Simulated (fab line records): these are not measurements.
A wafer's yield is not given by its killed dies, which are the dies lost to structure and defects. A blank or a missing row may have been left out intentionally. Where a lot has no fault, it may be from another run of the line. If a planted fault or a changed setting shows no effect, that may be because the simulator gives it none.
fab line records	flow gf180mcu
record lots=11	wafers=33	lastDay=34
route steps=602 shown PSD@257 M2@365 V2@386
lots untouched by any fault: they come from a run of this same line in which no faults occurred
startH: hours from the record's first day to the start of the lot's first wafer shown	waitH: hours since the lot's step before	" identical to the entry in the row above	L1.1+2: a single row standing in for several wafers	- no value, or no start given	* or withheld: withheld	< > ~ a bound
route shown NAME@n: names a module that has steps shown in the file, with the first one's number in the route	usual: mean/standard deviation taken from wafers without a fault	same: alike in all rows	chamber/n: place in a boat	sites: per-site readings	_std_site: standard deviation across them	_edge_site: mean of outer sites minus mean of inner sites	radiusMm: for every site, how far away it sits from the centre of the wafer	mask NAME#n: copy n	behind: the most recent tool/chamber to have shaped the wafer	hold: why the lot went on hold/how many hours it stayed there/how the hold came to an end	device: the n, p or np transistor that did not switch	end of line: at the end of the route, the tests of the same wafers	for a step that has no rows: nothing shown but its recipe	killed: dies that structure and defects cost at the first sort, which is not the same as the wafer's yield	map: a wafer's dies, x killed, . not, _ none there
set.NAME: the setting as run; set.NAME@STEP: as run at that earlier step	model.NAME: the simulator's own value behind a step, which no gauge read
steps of the route over a sample of lots; a table a step, a row a wafer
services: from which hour (startH, from the record's first day; less than 0 if before it) a tool's chamber was out of use, for how many hours, and why
## steps
# step GF_PSD_IMPLANT_09
# recipe species=BF2	energyKev=40	doseCm2=1.5e+15	tiltDeg=7
# usual beamOnS=10.00/0.18	faradayCurrentUA=8250/150
lot.wafer	tool	chamber	startH	waitH	beamOnS	faradayCurrentUA
L380.1	implanter-02	0	314.08	0.0	9.91	8293
L380.4	"	0	"	"	9.90	8341
L380.6	"	0	"	"	10.02	8253
L381.1	implanter-01	0	323.85	0.0	10.12	8129
L381.5	"	0	"	"	10.13	8147
L381.6	"	0	"	"	9.86	8405
L384.1	implanter-02	0	348.20	0.0	10.60	7766
L384.5	"	0	"	"	10.25	7996
L384.6	"	0	"	"	10.30	8003
L388.4	implanter-03	0	386.26	0.1	10.28	7985
L388.5	"	0	"	"	9.90	8356
L388.6	"	0	"	"	9.88	8338
L389.2	implanter-03	0	397.97	0.0	9.86	8384
L389.3	"	0	"	"	9.97	8290
L389.6	"	0	"	"	9.77	8424
L390.3	implanter-03	0	402.13	0.1	9.97	8263
L390.4	"	0	"	"	9.90	8345
L390.6	"	0	"	"	10.07	8217
L395.1	implanter-01	0	448.43	0.0	10.08	8215
L395.4	"	0	"	"	10.05	8212
L395.6	"	0	"	"	9.87	8322
L396.2	implanter-03	0	452.90	0.0	7.82	10505
L396.4	"	0	"	"	7.63	10761
L396.5	"	0	"	"	7.74	10668
L397.1	implanter-03	0	465.03	0.0	7.73	10649
L397.3	"	0	"	"	7.79	10539
L397.5	"	0	"	"	7.74	10626
L402.2	implanter-02	0	505.05	0.0	10.00	8232
L402.3	"	0	"	"	9.91	8328
L402.4	"	0	"	"	9.94	8331
L403.1	implanter-02	0	511.58	0.0	9.90	8345
L403.2	"	0	"	"	10.28	8017
L403.5	"	0	"	"	9.88	8295
# step GF_PSD_STRIP_10
# recipe chemistry=O2/N2	powerW=1400	pressureMtorr=1500	platenTempC=250	o2FlowSccm=3000	n2FlowSccm=300	overashFraction=0.5
# usual drypumpMotorCurrentA=5.8/0.47	heaterPowerW=310/44	oesProductAu=0.592/0.0046	stripTimeToEndpointS=16.53/0.034
lot.wafer	tool	chamber	startH	waitH	drypumpMotorCurrentA	heaterPowerW	oesProductAu	rfHoursCounterH	stripTimeToEndpointS
L380.1	plasmaAsher-04	1	314.23	0.1	6.1	386	0.586	53	16.57
L380.4	"	1	"	"	6.0	381	0.595	-	16.58
L380.6	"	1	"	"	6.1	387	0.596	-	16.58
L381.1	plasmaAsher-04	0	324.00	0.1	6.0	277	0.586	54	16.53
L381.5	"	1	"	"	6.1	389	0.599	-	16.51
L381.6	"	0	"	"	5.9	274	0.592	-	16.52
L384.1	plasmaAsher-04	1	348.35	0.1	6.0	391	0.594	57	16.49
L384.5	"	1	"	"	6.0	379	0.585	-	16.47
L384.6	"	0	"	"	6.0	274	0.590	-	16.47
L388.4	plasmaAsher-03	1	386.36	0.1	4.9	326	0.589	-	16.53
L388.5	"	1	"	"	4.9	326	0.589	-	16.50
L388.6	"	0	"	"	5.7	315	0.586	-	16.52
L389.2	plasmaAsher-01	1	398.09	0.1	6.0	317	0.593	80	16.52
L389.3	"	1	"	"	6.0	317	0.584	-	16.55
L389.6	"	0	"	"	6.4	247	0.586	-	16.53
L390.3	plasmaAsher-01	1	402.26	0.1	6.0	326	0.595	-	16.53
L390.4	"	0	"	"	6.4	244	0.593	-	16.58
L390.6	"	0	"	"	6.4	248	0.590	-	16.54
L395.1	plasmaAsher-03	1	448.58	0.1	4.9	321	0.594	31	16.51
L395.4	"	0	"	"	5.7	306	0.588	-	16.50
L395.6	"	0	"	"	5.7	304	0.592	-	16.50
L396.2	plasmaAsher-04	0	453.03	0.1	6.0	272	0.615	68	15.84
L396.4	"	0	"	"	6.0	280	0.601	-	15.85
L396.5	"	1	"	"	6.0	376	0.610	-	15.81
L397.1	plasmaAsher-01	1	465.18	0.1	6.0	322	0.607	87	15.80
L397.3	"	0	"	"	6.4	246	0.615	-	15.82
L397.5	"	0	"	"	6.4	237	0.609	-	15.80
L402.2	plasmaAsher-03	0	505.18	0.1	5.7	309	0.589	36	16.51
L402.3	"	0	"	"	5.7	308	0.598	-	16.52
L402.4	"	1	"	"	4.9	330	0.590	-	16.57
L403.1	plasmaAsher-03	1	511.73	0.1	4.9	328	0.597	37	16.54
L403.2	"	0	"	"	5.7	307	0.589	37	16.61
L403.5	"	1	"	"	4.8	331	0.597	-	16.60
# step GF_PSD_TW_MEAS_11
# usual PSD_TW=3174/24
lot.wafer	tool	chamber	startH	waitH	hold	PSD_TW
L380.1	filmMetro-04	-	314.33	0.1	-	3161
L380.4	"	-	"	"	-	3171
L380.6	"	-	"	"	-	3144
L381.1	filmMetro-04	-	324.10	0.1	-	3142
L381.5	"	-	"	"	-	3161
L381.6	"	-	"	"	-	3151
L384.1	filmMetro-02	-	348.45	0.1	-	3151
L384.5	"	-	"	"	-	3170
L384.6	"	-	"	"	-	3171
L388.4	filmMetro-01	-	386.46	0.1	-	3204
L388.5	"	-	"	"	-	3216
L388.6	"	-	"	"	-	3230
L389.2	filmMetro-02	-	398.20	0.1	-	3161
L389.3	"	-	"	"	-	3141
L389.6	"	-	"	"	-	3156
L390.3	filmMetro-01	-	402.35	0.1	-	3192
L390.4	"	-	"	"	-	3215
L390.6	"	-	"	"	-	3217
L395.1	filmMetro-02	-	448.68	0.1	-	3153
L395.4	"	-	"	"	-	3170
L395.6	"	-	"	"	-	3172
L396.2	filmMetro-04	-	453.14	0.1	awaitDispo/0.2h/release	3007
L396.4	"	-	"	"	awaitDispo/0.2h/release	3009
L396.5	"	-	"	"	awaitDispo/0.2h/release	3017
L396.2	filmMetro-04	-	453.36	0.2	-	3010
L396.4	"	-	"	"	-	2995
L396.5	"	-	"	"	-	3001
L397.1	filmMetro-04	-	465.28	0.1	awaitDispo/0.2h/release	3005
L397.3	"	-	"	"	awaitDispo/0.2h/release	3007
L397.5	"	-	"	"	awaitDispo/0.2h/release	3010
L397.1	filmMetro-04	-	465.50	0.2	-	3007
L397.3	"	-	"	"	-	3009
L397.5	"	-	"	"	-	3008
L402.2	filmMetro-02	-	505.31	0.1	-	3147
L402.3	"	-	"	"	-	3163
L402.4	"	-	"	"	-	3171
L403.1	filmMetro-01	-	511.83	0.1	-	3201
L403.2	"	-	"	"	-	3215
L403.5	"	-	"	"	-	3209
# step GF_PSD_RS_MEAS_15
# recipe thkMeasGauge=four-point-probe
# usual PSD_RS=108.57/0.27
lot.wafer	tool	chamber	startH	waitH	hold	PSD_RS[ohm/sq]
L380.1	filmMetro-02	-	314.64	0.1	-	108.91
L380.4	"	-	"	"	-	108.65
L380.6	"	-	"	"	-	108.87
L381.1	filmMetro-02	-	324.41	0.1	-	108.11
L381.5	"	-	"	"	-	108.48
L381.6	"	-	"	"	-	108.46
L384.1	filmMetro-04	-	348.76	0.1	-	108.65
L384.5	"	-	"	"	-	108.32
L384.6	"	-	"	"	-	108.62
L388.4	filmMetro-02	-	386.81	0.1	-	107.88
L388.5	"	-	"	"	-	108.07
L388.6	"	-	"	"	-	107.74
L389.2	filmMetro-04	-	398.62	0.1	-	108.65
L389.3	"	-	"	"	-	108.58
L389.6	"	-	"	"	-	108.50
L390.3	filmMetro-02	-	402.68	0.1	-	108.51
L390.4	"	-	"	"	-	108.44
L390.6	"	-	"	"	-	108.41
L395.1	filmMetro-02	-	448.99	0.1	-	109.03
L395.4	"	-	"	"	-	108.55
L395.6	"	-	"	"	-	108.60
L396.2	filmMetro-01	-	457.02	0.1	awaitDispo/0.2h/release	121.67
L396.4	"	-	"	"	awaitDispo/0.2h/release	122.07
L396.5	"	-	"	"	awaitDispo/0.2h/release	122.14
L396.2	filmMetro-01	-	457.32	0.3	-	121.97
L396.4	"	-	"	"	-	122.10
L396.5	"	-	"	"	-	121.95
L397.1	filmMetro-01	-	468.33	0.1	awaitDispo/0.2h/release	121.41
L397.3	"	-	"	"	awaitDispo/0.2h/release	121.02
L397.5	"	-	"	"	awaitDispo/0.2h/release	121.44
L397.1	filmMetro-01	-	468.61	0.3	-	121.57
L397.3	"	-	"	"	-	121.01
L397.5	"	-	"	"	-	121.71
L402.2	filmMetro-04	-	505.63	0.1	-	108.77
L402.3	"	-	"	"	-	108.60
L402.4	"	-	"	"	-	108.35
L403.1	filmMetro-02	-	512.19	0.1	-	108.38
L403.2	"	-	"	"	-	108.48
L403.5	"	-	"	"	-	108.25
# step GF_M2_SPUTTER_03
# recipe material=Ti	targetThkNm=10	substrateTempC=300	chamberPressurePa=0.3	powerW=3000	timeS=6.7
# usual throttleValvePct=30.1/1
lot.wafer	tool	chamber	startH	waitH	throttleValvePct
L380.1	pvdSputter-03	-	409.75	0.0	28.0
L380.4	"	-	"	"	29.8
L380.6	"	-	"	"	30.0
L381.1	pvdSputter-02	-	420.96	0.0	29.5
L381.5	"	-	"	"	31.4
L381.6	"	-	"	"	30.3
L384.1	pvdSputter-04	-	447.67	0.0	30.8
L384.5	"	-	"	"	31.4
L384.6	"	-	"	"	30.7
L388.4	pvdSputter-04	-	487.30	0.0	30.8
L388.5	"	-	"	"	30.9
L388.6	"	-	"	"	31.3
L389.2	pvdSputter-02	-	498.40	0.0	31.5
L389.3	"	-	"	"	30.2
L389.6	"	-	"	"	31.3
L390.3	pvdSputter-04	-	503.94	0.0	31.2
L390.4	"	-	"	"	28.5
L390.6	"	-	"	"	28.5
L395.1	pvdSputter-02	-	547.64	0.0	29.2
L395.4	"	-	"	"	30.6
L395.6	"	-	"	"	31.4
L402.2	pvdSputter-04	-	600.65	0.0	31.1
L402.3	"	-	"	"	30.8
L402.4	"	-	"	"	31.4
L403.1	pvdSputter-02	-	606.86	0.0	31.4
L403.2	"	-	"	"	29.5
L403.5	"	-	"	"	29.6
# step GF_M2_CD_MEAS_14
# recipe targetCdNm=280
# usual cdNm=280.1/1.4
lot.wafer	tool	chamber	startH	waitH	cdNm
L380.1	cdSem-01	-	433.24	0.1	280.4
L380.4	"	-	"	"	279.9
L380.6	"	-	"	"	280.0
L381.1	cdSem-01	-	444.47	0.1	279.8
L381.5	"	-	"	"	279.1
L381.6	"	-	"	"	279.9
L384.1	cdSem-01	-	471.09	0.1	284.1
L384.5	"	-	"	"	283.6
L384.6	"	-	"	"	283.4
L388.4	cdSem-02	-	510.95	0.1	281.5
L388.5	"	-	"	"	281.2
L388.6	"	-	"	"	280.0
L389.2	cdSem-02	-	521.84	0.1	279.2
L389.3	"	-	"	"	277.2
L389.6	"	-	"	"	276.9
L390.3	cdSem-02	-	526.66	0.1	280.2
L390.4	"	-	"	"	280.3
L390.6	"	-	"	"	281.0
L395.1	cdSem-01	-	569.77	0.1	281.1
L395.4	"	-	"	"	280.6
L395.6	"	-	"	"	282.1
L402.2	cdSem-01	-	621.06	0.1	279.7
L402.3	"	-	"	"	279.6
L402.4	"	-	"	"	279.8
L403.1	cdSem-01	-	627.74	0.1	278.8
L403.2	"	-	"	"	279.7
L403.5	"	-	"	"	280.0
# step GF_V2_CMP_04
# recipe material=SiO2	downForcePsi=4	platenRpm=60	padVelocityMS=0.94248
# usual motorCurrentA=12.2/1.6	timeToEndpointS=81/5.6
lot.wafer	tool	chamber	startH	waitH	motorCurrentA	timeToEndpointS
L380.1	cmp-02	1	434.76	0.1	11.3	76
L380.4	"	2	"	"	12.2	82
L380.6	"	2	"	"	11.7	85
L381.1	cmp-02	3	445.64	0.1	10.1	73
L381.6	"	2	"	"	11.9	83
L381.5	"	3	"	"	10.0	76
L384.1	cmp-02	3	472.22	0.1	10.2	82
L384.5	"	2	"	"	12.0	86
L384.6	"	3	"	"	10.2	88
L388.4	cmp-01	3	512.07	0.1	14.8	90
L388.5	"	1	"	"	11.0	82
L388.6	"	2	"	"	11.1	87
L389.2	cmp-02	1	522.93	0.0	11.5	88
L389.3	"	2	"	"	11.6	81
L389.6	"	2	"	"	11.8	91
L390.3	cmp-02	3	527.75	0.1	10.2	75
L390.4	"	0	"	"	11.7	82
L390.6	"	3	"	"	10.1	78
L395.1	cmp-02	2	571.11	0.1	12.5	76
L395.4	"	3	"	"	10.1	89
L395.6	"	1	"	"	11.3	85
L402.4	cmp-01	0	622.20	0.1	14.0	79
L402.3	"	1	"	"	10.9	74
L402.2	"	2	"	"	11.8	77
L403.2	cmp-01	3	628.87	0.1	14.7	78
L403.1	"	1	"	"	11.3	82
L403.5	"	3	"	"	15.1	85
## services
tool	chamber	startH	hours	kind
cmp-02	-	290.50	3.3	repair
implanter-02	-	310.71	3.2	repair
pvdSputter-02	-	312.23	3.2	repair
implanter-02	-	316.83	11.4	pm
implanter-03	-	317.24	4.3	repair
cmp-02	-	326.86	15.3	pm
pvdSputter-02	-	328.55	4.1	repair
cmp-02	-	342.59	0.2	repair
plasmaAsher-03	-	347.91	2.8	pm
cmp-02	-	363.16	7.7	repair
cmp-02	-	422.97	6.7	pm
implanter-03	-	432.69	4.6	pm
implanter-03	-	441.21	3.1	repair
cmp-02	-	441.38	4.1	repair
implanter-03	-	449.45	3.2	repair
cmp-02	-	458.83	0.3	repair
cmp-02	-	464.26	1.7	repair
cmp-02	-	477.84	2.4	repair
cmp-02	-	485.09	5.7	repair
implanter-03	-	569.95	0.7	repair
cmp-02	-	572.19	4.0	pm
cmp-02	-	591.87	6.7	pm
implanter-03	-	613.79	1.5	repair
implanter-03	-	628.91	3.8	pm
## key
firstSign step=GF_PSD_IMPLANT_09	reading=faradayCurrentUA	direction=up	sigmas=16	usual=8250	struck=10625
effect step=GF_PSD_IMPLANT_09	reading=beamOnS	direction=down	sigmas=13	usual=10.00	struck=7.74
effect step=GF_PSD_STRIP_10	reading=stripTimeToEndpointS	direction=down	sigmas=21	usual=*	struck=*
effect step=GF_PSD_TW_MEAS_11	reading=visit	direction=added
effect step=GF_PSD_TW_MEAS_11	reading=PSD_TW	direction=down	sigmas=6.8	usual=3174	struck=3009
effect step=GF_PSD_RS_MEAS_15	reading=visit	direction=added
effect step=GF_PSD_RS_MEAS_15	reading=PSD_RS	direction=up	sigmas=48	usual=108.57	struck=121.63
metAt GF_PSD_IMPLANT_09
struckLots L396,L397
scrappedBehind GF_PSD_RS_MEAS_15 L396.2,L396.4,L396.5,L397.1,L397.3,L397.5
notActingAt GF_M2_SPUTTER_03,GF_M2_CD_MEAS_14,GF_V2_CMP_04
onsetBetween 402.13 452.90
fault kind=processParameterDrift	tool=implanter-03	chamber=-	onsetH=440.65	steps=GF_PSD_IMPLANT_09	channel=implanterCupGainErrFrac	offset=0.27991	shape=step	endH=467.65
